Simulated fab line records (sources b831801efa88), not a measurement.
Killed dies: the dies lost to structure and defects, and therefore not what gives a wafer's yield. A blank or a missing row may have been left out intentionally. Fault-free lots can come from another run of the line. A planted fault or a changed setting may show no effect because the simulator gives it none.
Chamber matching -- flow sfqLine -- 4 sister chambers for SFQ_TRILAYER_A5B_CMP_CMP_130 on cmp-01
The step polishes, stops on Nb, target thk 340.7 nm. 8 wafers are shown with their chamber, then 9 later ones without.

EACH WAFER AND ITS CHAMBER
wafer,chamber,motorCurrentA (A),edgeZonePressureFrac
L901.5,1,9.6,0.998
L905.2,0,11.0,1.001
L909.3,2,11.1,0.995
L909.4,3,11.6,0.997
L909.5,3,11.2,0.995
L910.2,2,10.9,0.996
L910.4,1,9.9,1.004
L910.6,0,11.1,1.005

WAFERS MISSING THEIR CHAMBER
wafer,motorCurrentA (A),edgeZonePressureFrac
L913.3,9.6,1.006
L913.5,11.6,0.996
L913.6,11.3,1.005
L915.1,11.1,0.995
L915.2,9.6,1.004
L915.5,9.8,0.994
L916.2,11.2,0.999
L916.3,11.6,1.000
L916.5,10.7,1.002

EACH ONE'S CHAMBER
wafer,from the rows above,in truth
L913.3,1,1
L913.5,3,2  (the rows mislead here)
L913.6,can't be placed: 0 or 3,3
L915.1,can't be placed: 2 or 3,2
L915.2,1,1
L915.5,1,1
L916.2,can't be placed: 3 or 2 or 0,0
L916.3,can't be placed: 3 or 0 or 2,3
L916.5,can't be placed: 0 or 2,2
Correctly placed: 3 of 9. Not placeable from these rows: 5 (in 5, the candidates include the true chamber). Wrongly placed: 1.
How it was worked out, from the rows above alone: a wafer's distance from a chamber is the root of the sum, over the readings, of the square of ((its reading less the chamber's mean) divided by the reading's scatter). If the next closest chamber is less than 2 further off than the closest, the wafer can't be placed; otherwise it belongs to the closest. The mean given for a chamber averages the wafers shown for that chamber. How the scatter is found: for the shown wafers, subtract from each reading the mean of its chamber, square and add these, divide the total by (wafers less chambers), then take the root.
